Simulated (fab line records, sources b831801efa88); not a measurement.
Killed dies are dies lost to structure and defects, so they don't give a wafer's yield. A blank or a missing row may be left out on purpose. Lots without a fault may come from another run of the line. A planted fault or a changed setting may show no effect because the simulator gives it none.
fab line records | flow sfq_line
record lots=15 wafers=45 last_day=91
route steps=325 shown I2@103 JJ@194
lots that met no fault: from a run of the same line without faults
start_h: hours from the record's first day to the start of the lot's first wafer shown | wait_h: hours since the lot's step before | " the same as in the row above | L1.1+2: a row that stands for several wafers | - no value, or no start given | * or withheld: withheld | < > ~ a bound
route shown NAME@n: a module of which the file shows steps, and the number in the route of the first | usual: mean/standard deviation of fault-free wafers | same: alike in all rows | chamber/n: place in a boat | sites: the reading at each site | _std_site: their standard deviation | _edge_site: outer sites' mean less inner sites' | radius_mm: how far each site lies from the wafer's centre | mask NAME#n: copy n | behind: the tool/chamber that last shaped the wafer | hold: why the lot was held/for how many hours/how that ended | device: the transistor (n, p or np) that didn't switch | end of line: the same wafers' tests at the end of the route | a step without rows: its recipe alone | killed: dies lost to structure and defects at the first sort, not the wafer's yield | map: a wafer's dies, x killed, . not, _ none there
set.NAME: the setting as run; set.NAME@STEP: as run at that earlier step | model.NAME: the simulator's own value behind a step, which no gauge read
steps of the route over a sample of lots; a table a step, a row a wafer
services: from which hour (start_h, from the record's first day; less than 0 if before it) a tool's chamber was out of use, for how many hours, and why
## steps
# step SFQ_TRILAYER_I2_DEP_PECVD_063
# recipe material=SiO2 temp_c=150 time_s=111.11 pressure_torr=2.4 rf_w=183.3 precursor=SiH4/N2O target_thk_nm=500
# usual heater_power_w=87/11 throttle_valve_pct=24.5/1.1
# columns lot.wafer tool chamber start_h wait_h heater_power_w throttle_valve_pct
L765.2 pecvd-04 2 708.80 0.0 79 23.5
L765.4 " 1 " " 96 22.7
L765.5 " 0 " " 87 22.6
L766.1 pecvd-04 2 716.00 0.0 72 23.8
L766.2 " 0 " " 93 22.6
L766.3 " 1 " " 101 22.5
L767.1 pecvd-02 0 726.39 0.0 84 25.7
L767.2 " 2 " " 68 24.3
L767.3 " 1 " " 83 23.6
L768.1 pecvd-02 1 735.22 0.0 86 23.6
L768.4 " 1 " " 88 24.0
L768.5 " 0 " " 83 25.3
L771.2 pecvd-02 1 764.04 0.0 89 23.9
L771.4 " 1 " " 74 23.8
L771.5 " 2 " " 71 24.1
L773.1 pecvd-03 0 783.35 0.0 109 25.7
L773.4 " 0 " " 113 25.8
L773.6 " 1 " " 72 26.2
L774.1 pecvd-04 1 794.15 0.0 99 22.8
L774.3 " 0 " " 78 22.9
L774.5 " 1 " " 100 22.9
L775.1 pecvd-04 0 809.14 0.0 89 23.5
L775.5 " 1 " " 104 23.1
L775.6 " 2 " " 86 24.4
L776.1 pecvd-03 0 826.24 0.0 95 26.3
L776.2 " 2 " " 104 25.2
L776.5 " 0 " " 102 25.9
L777.1 pecvd-02 1 844.27 0.0 79 24.0
L777.4 " 0 " " 88 25.5
L777.6 " 1 " " 82 23.5
L782.2 pecvd-04 2 864.79 0.0 82 24.4
L782.3 " 0 " " 78 23.4
L782.4 " 0 " " 84 23.5
L783.2 pecvd-02 2 865.99 0.0 80 24.2
L783.4 " 1 " " 83 23.5
L783.6 " 2 " " 79 24.4
L784.3 pecvd-03 2 868.39 0.0 108 25.5
L784.5 " 2 " " 109 25.6
L784.6 " 1 " " 74 26.3
L787.2 pecvd-02 2 874.41 0.0 78 24.4
L787.3 " 1 " " 79 23.9
L787.5 " 0 " " 85 25.6
L788.1 pecvd-04 2 929.59 0.0 82 24.6
L788.5 " 2 " " 83 24.9
L788.6 " 1 " " 94 23.3
# step SFQ_TRILAYER_I2_VIA_LITHO_PEB_070
# recipe peb_temp_c=115 peb_time_s=60 resist=KrF
# usual chill_plate_temp_C=23.00/0.1 exhaust_pa=45.1/0.95
# columns lot.wafer tool chamber start_h wait_h chill_plate_temp_C exhaust_pa
L765.2 litho_track-03 0 858.72 0.8 23.09 43.7
L765.4 " 0 " " 23.05 44.9
L765.5 " 0 " " 23.07 44.9
L766.1 litho_track-03 0 865.90 1.0 22.93 44.9
L766.2 " 0 " " 23.15 44.3
L766.3 " 0 " " 22.95 44.9
L767.1 litho_track-03 0 874.30 1.0 22.77 44.2
L767.2 " 0 " " 22.85 46.1
L767.3 " 0 " " 22.78 45.3
L768.1 litho_track-01 0 879.10 1.0 23.02 45.1
L768.4 " 0 " " 23.03 44.8
L768.5 " 0 " " 23.02 45.3
L771.2 litho_track-01 0 910.32 0.8 23.07 45.6
L771.4 " 0 " " 23.04 45.5
L771.5 " 0 " " 23.08 46.2
L773.1 litho_track-01 0 933.10 1.0 22.90 44.4
L773.4 " 0 " " 22.95 45.2
L773.6 " 0 " " 22.99 44.8
L774.1 litho_track-01 0 941.50 1.0 22.98 44.3
L774.3 " 0 " " 22.89 44.0
L774.5 " 0 " " 23.00 44.3
L775.1 litho_track-03 0 953.50 1.0 22.99 45.6
L775.5 " 0 " " 22.83 45.6
L775.6 " 0 " " 23.01 46.4
L776.1 litho_track-01 0 974.33 1.0 22.89 45.0
L776.2 " 0 " " 23.04 45.3
L776.5 " 0 " " 22.94 45.3
L777.1 litho_track-03 0 991.26 1.0 23.05 44.1
L777.4 " 0 " " 23.08 44.2
L777.6 " 0 " " 23.08 46.3
L782.2 litho_track-01 - 1011.68 0.8 - -
L782.3 " - " " - -
L782.4 " - " " - -
L783.2 litho_track-04 - 1015.28 0.8 - -
L783.4 " - " " - -
L783.6 " - " " - -
L784.3 litho_track-04 - 1016.51 0.7 - -
L784.5 " - " " - -
L784.6 " - " " - -
L787.2 litho_track-04 0 1032.33 0.8 23.00 44.5
L787.3 " 0 " " 22.87 44.7
L787.5 " 0 " " 22.93 45.6
L788.1 litho_track-01 0 1068.31 1.0 23.07 47.3
L788.5 " 0 " " 23.12 46.0
L788.6 " 0 " " 22.97 46.4
# step SFQ_TRILAYER_I2_VIA_STRIP_STRIP_071
# recipe gas=O2 power_w=200 platen_temp_c=40 overash_fraction=0.65 chemistry=O2 pressure_mtorr=50
# usual drypump_motor_current_A=5.6/0.55 oes_product_au=0.995/0.008 platen_temp_c=40.00/0.12
# columns lot.wafer tool chamber start_h wait_h drypump_motor_current_A oes_product_au platen_temp_c rf_hours_counter_h
L765.2 rie_metal-01 0 859.19 - 6.0 0.990 40.00 110
L765.4 " 1 " " 5.8 0.993 40.16 -
L765.5 " 0 " " 6.0 0.996 40.07 -
L766.1 rie_metal-03 1 866.39 - 6.2 1.001 39.98 118
L766.2 " 0 " " 5.0 0.998 39.86 29
L766.3 " 0 " " 5.0 0.998 39.99 -
L767.1 rie_metal-03 0 874.79 - 4.9 0.996 40.04 30
L767.2 " 1 " " 6.2 1.002 40.05 119
L767.3 " 0 " " 5.0 0.995 40.00 -
L768.1 rie_metal-03 0 879.59 - 5.0 0.992 39.91 31
L768.4 " 1 " " 6.2 1.004 39.85 -
L768.5 " 0 " " 5.0 1.004 39.82 -
L771.2 rie_metal-01 1 910.79 - 5.8 0.987 39.96 73
L771.4 " 1 " " 5.8 0.999 39.99 -
L771.5 " 1 " " 5.8 0.998 40.05 -
L773.1 rie_metal-01 1 933.59 - 5.8 0.996 40.01 77
L773.4 " 0 " " 6.0 1.005 40.03 -
L773.6 " 0 " " 6.0 0.998 40.11 -
L774.1 rie_metal-03 1 941.99 - 6.2 1.012 39.81 5
L774.3 " 1 " " 6.2 1.008 40.10 -
L774.5 " 0 " " 5.0 0.998 39.98 -
L775.1 rie_metal-03 1 953.99 - 6.2 1.007 40.18 6
L775.5 " 0 " " 5.0 1.003 39.97 -
L775.6 " 1 " " 6.2 1.004 40.21 -
L776.1 rie_metal-02 1 974.82 - 4.8 0.992 39.96 39
L776.2 " 0 " " 5.7 0.987 40.09 97
L776.5 " 1 " " 4.8 0.995 40.05 -
L777.1 rie_metal-03 0 991.75 - 5.0 0.990 39.87 53
L777.4 " 0 " " 5.0 0.989 39.99 -
L777.6 " 1 " " 6.2 0.997 39.88 -
L782.2 rie_metal-02 0 1012.15 - 5.7 0.975 40.23 102
L782.3 " 1 " " 4.8 0.989 39.89 -
L782.4 " 0 " " 5.7 0.975 40.13 -
L783.2 rie_metal-02 1 1015.75 - 4.8 0.992 39.85 45
L783.4 " 0 " " 5.7 0.985 40.18 -
L783.6 " 0 " " 5.7 0.982 40.02 -
L784.3 rie_metal-01 1 1017.15 - 5.8 1.001 40.12 -
L784.5 " 1 " " 5.8 1.009 39.88 -
L784.6 " 0 " " 6.0 1.005 39.95 -
L787.2 rie_metal-03 0 1032.80 - 5.0 0.986 40.09 57
L787.3 " 1 " " 6.2 0.988 39.98 -
L787.5 " 1 " " 6.2 0.996 40.21 -
L788.1 rie_metal-01 0 1068.80 - 6.0 1.004 40.22 3
L788.5 " 0 " " 6.0 1.006 40.04 -
L788.6 " 1 " " 5.7 0.987 39.86 -
# step SFQ_TRILAYER_JJ_CE_ETCH_RIE_118
# recipe target=Nb stop_on=Al2O3 mask_material=PR taper_deg=13.257 over_etch_frac=0.15 time_s=97.7 chemistry=SF6 target_depth_nm=170 icp_w=600 bias_w=80 pressure_mtorr=10
# usual drypump_motor_current_A=5.4/0.52 oes_product_au=0.990/0.0065
# columns lot.wafer tool chamber start_h wait_h drypump_motor_current_A oes_product_au rf_hours_counter_h
L765.2 rie_metal-04 0 1313.93 0.1 5.4 0.992 3
L765.4 " 0 " " 5.4 0.982 -
L765.5 " 0 " " 5.4 0.984 -
L766.1 rie_metal-04 0 1316.33 0.1 5.4 0.992 3
L766.2 " 1 " " 4.9 0.991 51
L766.3 " 1 " " 4.9 0.979 -
L767.1 rie_metal-02 0 1331.60 0.1 5.7 0.992 10
L767.2 " 1 " " 4.8 0.995 83
L767.3 " 0 " " 5.7 0.986 -
L768.1 rie_metal-02 1 1336.40 0.1 4.8 0.995 84
L768.4 " 1 " " 4.8 0.993 -
L768.5 " 1 " " 4.8 0.982 -
L771.2 rie_metal-02 0 1476.93 0.1 5.7 0.989 28
L771.4 " 0 " " 5.7 0.999 -
L771.5 " 0 " " 5.7 0.990 -
L773.1 rie_metal-04 1 1507.55 0.1 4.9 0.993 75
L773.4 " 0 " " 5.4 0.996 -
L773.6 " 1 " " 4.9 0.990 -
L774.1 rie_metal-02 0 1513.55 0.1 5.7 0.986 34
L774.3 " 0 " " 5.7 0.979 -
L774.5 " 0 " " 5.7 0.985 -
L775.1 rie_metal-03 1 1534.93 0.1 6.3 0.989 76
L775.5 " 1 " " 6.3 0.984 -
L775.6 " 0 " " 4.9 1.000 -
L776.1 rie_metal-02 0 1537.33 0.1 5.7 0.988 38
L776.2 " 1 " " 4.9 0.988 111
L776.5 " 0 " " 5.7 0.990 -
L777.1 rie_metal-02 0 1546.93 0.1 5.7 0.993 39
L777.4 " 0 " " 5.7 0.995 -
L777.6 " 1 " " 4.8 0.985 -
L782.2 rie_metal-03 0 1572.35 0.1 4.9 0.984 125
L782.3 " 1 " " 6.2 0.986 -
L782.4 " 0 " " 5.0 0.985 -
L783.2 rie_metal-03 0 1575.95 0.1 5.0 0.993 125
L783.4 " 0 " " 5.0 0.993 -
L783.6 " 0 " " 5.0 0.994 -
L784.3 rie_metal-04 0 1581.99 0.1 5.4 0.990 -
L784.5 " 0 " " 5.4 1.005 -
L784.6 " 1 " " 4.9 0.988 -
L787.2 rie_metal-04 1 1591.55 0.1 4.9 0.976 89
L787.3 " 1 " " 4.9 0.997 -
L787.5 " 1 " " 4.9 0.982 -
L788.1 rie_metal-03 1 1619.24 0.2 6.2 0.988 87
L788.5 " 1 " " 6.2 0.995 -
L788.6 " 1 " " 6.2 1.010 -
## services
# columns tool chamber start_h hours kind
pecvd-04 - 782.51 2.8 pm
pecvd-04 - 805.89 0.9 repair
pecvd-02 - 809.69 0.3 repair
rie_metal-02 0 811.23 11.3 repair
pecvd-02 - 835.11 2.8 pm
rie_metal-02 1 856.45 21.3 repair
rie_metal-03 - 888.97 1.4 pm
rie_metal-02 0 938.66 11.7 repair
rie_metal-03 1 948.62 3.9 repair
rie_metal-03 - 1017.68 2.8 pm
rie_metal-02 - 1063.43 2.8 pm
rie_metal-02 0 1177.78 2.8 repair
rie_metal-02 1 1213.46 10.4 repair
rie_metal-03 1 1221.61 14.0 repair
rie_metal-03 - 1351.27 0.1 repair
rie_metal-03 - 1381.51 1.1 repair
rie_metal-02 - 1404.57 1.4 pm
rie_metal-02 0 1411.33 5.8 repair
rie_metal-02 - 1451.56 0.6 repair
rie_metal-02 - 1510.39 1.4 repair
rie_metal-03 - 1518.38 0.8 repair
rie_metal-02 0 1577.23 1.8 repair
rie_metal-02 0 1579.34 10.0 repair
rie_metal-03 - 1599.39 14.6 pm
## key
first_sign step=SFQ_TRILAYER_I2_VIA_LITHO_PEB_070 reading=tool_record direction=missing
effect none on later readings
met_at SFQ_TRILAYER_I2_VIA_LITHO_PEB_070
struck_lots L782,L783,L784
not_acting_at SFQ_TRILAYER_I2_DEP_PECVD_063,SFQ_TRILAYER_I2_VIA_STRIP_STRIP_071,SFQ_TRILAYER_JJ_CE_ETCH_RIE_118
onset_between 974.33 1011.68
fault kind=skipped_step_whole tool=litho_track-01,litho_track-04 chamber=- onset_h=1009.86 steps=SFQ_TRILAYER_I2_VIA_LITHO_PEB_070 scope=struck_lots_only
